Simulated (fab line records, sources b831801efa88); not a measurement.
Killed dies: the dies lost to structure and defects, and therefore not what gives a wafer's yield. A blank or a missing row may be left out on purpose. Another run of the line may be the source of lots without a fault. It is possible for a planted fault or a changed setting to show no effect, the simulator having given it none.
Code-filled problem report in 8D (eight disciplines) form	flow sky130	the parts of the form that need people (team, actions taken, sign-off) are left out

## 1. WHAT WENT WRONG
Mean SONOS_TUNNEL_TW at SKY_SONOS_TUNNEL_TW_MEAS_12: 107.1 over 6 wafers in 2 lots; fault-free wafers: 195.5, standard deviation 1.4. Measured from the usual mean, that is -63 standard deviations.
Seen first at day 16 22:19 on film-metro-01, wafer L792.3. The record holds 39 wafers of 13 lots with a number at this step. Rule for "out" (also "out of limits"): further than 4 standard deviations from the usual mean. Any other wafer with a number is counted as sound.

## 2. WHAT IT IS AND WHAT IT IS NOT
question	is	is not
which readings at this step	SONOS_TUNNEL_TW	-
which lots	L792, L793	L776, L777, L778, L779, L780, L781, L782, L783, L785, L795, L796
which wafers of those lots	all that have a number	-
read on which gauges	film-metro-01, film-metro-04	film-metro-03
when	from day 16 22:19	up to then (27 sound wafers); but 6 sound wafers of L795, L796 came after

## 3. THE SUSPECTS, EACH WITH WHAT RULES IT OUT
Counting: a tool at any process step up to the reading remains a suspect when it ran all the lots that are out and ran no sound lot after the first of those.
- the gauge at SKY_SONOS_TUNNEL_TW_MEAS_12 is ruled out. Those wafers that are out were read across 2 gauges (film-metro-01, film-metro-04).
- implanter-04 at SKY_SONOS_TUNNEL_IMPLANT_09: kept. Every lot that is out went through it, starting with L792 (day 16 21:46), and after that it ran no sound lot; the last sound lot it ran before then is L782 (day 13 15:38). On those wafers its own readings are out: dose-ions-cm2, faraday-current-uA.
The count leaves implanter-04 at SKY_SONOS_TUNNEL_IMPLANT_09.

## 4. THE CAUSE (what the simulator had put in)
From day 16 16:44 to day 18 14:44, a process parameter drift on implanter-04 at SKY_SONOS_TUNNEL_IMPLANT_09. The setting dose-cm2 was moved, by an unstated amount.
Counting left only this tool.

## 5. THE CHAIN OF EFFECTS, in route order
Rows list readings where the struck wafers' mean (over those with a number) sits beyond 3 standard deviations from the usual. Only readings whose record carries a usual standard deviation are examined. hours: median over the lots of the time between each lot's start at the first step of this table that gives one and its start at this step. sigmas: the change, counted in usual standard deviations.
hours	step	reading	usual	on struck wafers	change	sigmas
0	SKY_SONOS_TUNNEL_IMPLANT_09	dose-ions-cm2	1.0001e+12	9.9383e+10	-9.0072e+11	-99 or more
0	SKY_SONOS_TUNNEL_IMPLANT_09	faraday-current-uA	5.63	0.56	-5.07	-46
0	SKY_SONOS_TUNNEL_TW_MEAS_12	SONOS_TUNNEL_TW	195.5	107.1	-88.4	-63
Here are the process steps it includes:
- SKY_SONOS_TUNNEL_IMPLANT_09
At these later measuring or inspecting steps, every struck wafer for which the step has a row has a number for every such reading, and none has moved that far: SKY_LDD_P_TW_MEAS_11, SKY_SD_P_TW_MEAS_11.

## 6. HOW IT WOULD HAVE BEEN CAUGHT EARLIER
6 hours passed between the start of the fault at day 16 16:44 and the first reading out of limits at a measuring or inspecting step in this record, taken at day 16 22:19.
The tool's own readings at SKY_SONOS_TUNNEL_IMPLANT_09 were out on every struck wafer that the step has a row for (dose-ions-cm2, faraday-current-uA): an alarm limit on them would have fired on the first of those.
Lots out: 2; of these, L793 started SKY_SONOS_TUNNEL_IMPLANT_09 on implanter-04 after day 16 22:19. Putting the tool on hold at that point would have spared it.
